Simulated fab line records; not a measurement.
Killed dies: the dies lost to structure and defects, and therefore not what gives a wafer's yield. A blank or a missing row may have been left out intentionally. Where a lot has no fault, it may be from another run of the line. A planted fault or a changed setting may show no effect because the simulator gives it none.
Which tool is to blame? ; flow sky130 ; 36 wafers from 12 lots sampled at 4 of the route's 708 steps

## WHAT EACH GAUGE READ, for each wafer
SKY_PASSIVATION_THK_MEAS_03.
lot;measured;on;PASSIVATION_CVD_02_THK (nm)
L856;day 43 22:43;film_metro-02;531 538 519
L861;day 45 15:05;film_metro-02;525 546 542
L862;day 45 16:08;film_metro-01;536 537 545
L866;day 46 22:04;film_metro-02;544 551 542
L867;day 47 01:19;film_metro-01;540 533 544
L869;day 47 11:50;film_metro-02;533 532 535
L872;day 48 05:10;film_metro-01;531 534 546
L873;day 48 11:24;film_metro-01;543 539 546
L874;day 48 16:49;film_metro-02;543 542 538
L875;day 48 17:08;film_metro-04;530 525 534
L876;day 48 22:26;film_metro-04;529 534 535
L878;day 49 06:05;film_metro-04;526 544 542

## EACH LOT AND THE TOOL THAT RAN IT (in order: tool; ch and the chambers of the sampled wafers; start)
lot;SKY_METAL4_DESCUM_15;SKY_VIA4_SPUTTER_17;SKY_METAL5_SPUTTER_00
L856;rie_metal-04 ch 0,1, day 41 20:25;pvd_sputter-01, day 42 22:03;pvd_sputter-01, day 42 22:46
L861;rie_metal-04 ch 0, day 43 14:19;pvd_sputter-03, day 44 15:38;pvd_sputter-02, day 44 16:20
L862;rie_metal-02 ch 0,1, day 43 15:43;pvd_sputter-04, day 44 16:17;pvd_sputter-02, day 44 16:59
L866;rie_metal-04 ch 0,1, day 44 22:49;pvd_sputter-03, day 45 22:41;pvd_sputter-01, day 45 23:22
L867;rie_metal-01 ch 1, day 45 03:19;pvd_sputter-01, day 46 02:42;pvd_sputter-02, day 46 03:24
L869;rie_metal-02 ch 1, day 45 14:50;pvd_sputter-04, day 46 13:58;pvd_sputter-02, day 46 14:40
L872;rie_metal-01 ch 0,1, day 46 09:59;pvd_sputter-04, day 47 07:20;pvd_sputter-01, day 47 08:02
L873;rie_metal-04 ch 1, day 46 15:04;pvd_sputter-04, day 47 13:33;pvd_sputter-03, day 47 14:14
L874;rie_metal-01 ch 0,1, day 46 20:46;pvd_sputter-04, day 47 19:47;pvd_sputter-01, day 47 20:34
L875;rie_metal-01 ch 0,1, day 46 22:01;pvd_sputter-03, day 47 20:17;pvd_sputter-03, day 47 20:59
L876;rie_metal-02 ch 0,1, day 47 03:40;pvd_sputter-04, day 48 01:40;pvd_sputter-01, day 48 02:22
L878;rie_metal-04 ch 0, day 47 12:41;pvd_sputter-01, day 48 09:58;pvd_sputter-03, day 48 10:39
- SKY_METAL4_DESCUM_15: chemistry O2, time 8 s.
- SKY_VIA4_SPUTTER_17: material TiN, target thk 20 nm, time 80 s.
- SKY_METAL5_SPUTTER_00: material Ti, target thk 15 nm, time 10 s.

## WHAT THE TOOLS THEMSELVES READ (means of the sampled wafers that have a number; where no wafer has one, the mark that the record gives instead)
SKY_METAL4_DESCUM_15.
lot;tool;drypump_motor_current_A (A);oes_product_au (a.u.)
L856;rie_metal-04;5.3;1.004
L861;rie_metal-04;5.5;1.001
L862;rie_metal-02;5.6;0.995
L866;rie_metal-04;5.1;1.004
L867;rie_metal-01;5.2;1.002
L869;rie_metal-02;5.3;0.999
L872;rie_metal-01;5.3;1.006
L873;rie_metal-04;4.9;1.002
L874;rie_metal-01;5.3;1.009
L875;rie_metal-01;5.3;1.006
L876;rie_metal-02;6.0;1.006
L878;rie_metal-04;5.5;0.996

SKY_VIA4_SPUTTER_17.
lot;tool;cathode_dc_power_W (W);chamber_pressure_pa (Pa);throttle_valve_pct (%)
L856;pvd_sputter-01;4000.4;5.005;30.6
L861;pvd_sputter-03;4000.8;4.998;29.0
L862;pvd_sputter-04;3999.9;4.999;30.3
L866;pvd_sputter-03;3999.7;5.002;29.5
L867;pvd_sputter-01;4000.1;4.996;30.1
L869;pvd_sputter-04;3999.8;4.995;30.2
L872;pvd_sputter-04;3999.8;5.002;30.5
L873;pvd_sputter-04;3999.6;5.002;29.6
L874;pvd_sputter-04;3999.8;4.997;30.4
L875;pvd_sputter-03;3999.4;4.991;29.2
L876;pvd_sputter-04;4000.4;4.995;30.7
L878;pvd_sputter-01;4000.1;4.991;30.6

SKY_METAL5_SPUTTER_00.
lot;tool;cathode_dc_power_W (W);chamber_pressure_pa (Pa);throttle_valve_pct (%)
L856;pvd_sputter-01;2999.8;0.3992;30.4
L861;pvd_sputter-02;2999.8;0.4002;30.3
L862;pvd_sputter-02;3000.1;0.4004;30.0
L866;pvd_sputter-01;-;-;-
L867;pvd_sputter-02;-;-;-
L869;pvd_sputter-02;3000.0;0.3995;29.7
L872;pvd_sputter-01;3000.2;0.4005;30.9
L873;pvd_sputter-03;2999.6;0.4009;29.5
L874;pvd_sputter-01;2999.7;0.4003;30.6
L875;pvd_sputter-03;3000.3;0.4000;29.7
L876;pvd_sputter-01;2999.6;0.4001;30.0
L878;pvd_sputter-03;2999.7;0.4002;29.0

## THE ANSWER, worked out from the rows above alone
Rule: what is usual is taken from the lots themselves. Put in order of their means at a reading, lots are off if they are a third of the lots or fewer, leave a main group of 4 or more, and stand apart from it by a gap of 3 or more times the standard deviation of the main group's means; of several such gaps the widest counts. Not used: any main group whose means are identical at the precision the tables above print for the reading. Also off: a lot with no number at a reading for which 4 or more lots have one. Where the step has rows for the other lots, those lots are counted as sound. The gauges are gone through in route order, then the tools' own readings, and for those a lot's mean is taken as printed above. The first step at which some lot is off is used, and at that step the reading that is off furthest; a lot without a number counts as furthest.
Off, at SKY_METAL5_SPUTTER_00 on cathode_dc_power_W: L866, L867. Without a number there: L866, L867. The main group has a mean of 2999.9 W with a standard deviation of 0.24.
A tool fits if, at that step or a process step before it, it ran every lot that is off, and no sound lot after the first of them. No candidate that was tried fits.

## WHAT HAD BEEN PUT IN BY THE SIMULATOR
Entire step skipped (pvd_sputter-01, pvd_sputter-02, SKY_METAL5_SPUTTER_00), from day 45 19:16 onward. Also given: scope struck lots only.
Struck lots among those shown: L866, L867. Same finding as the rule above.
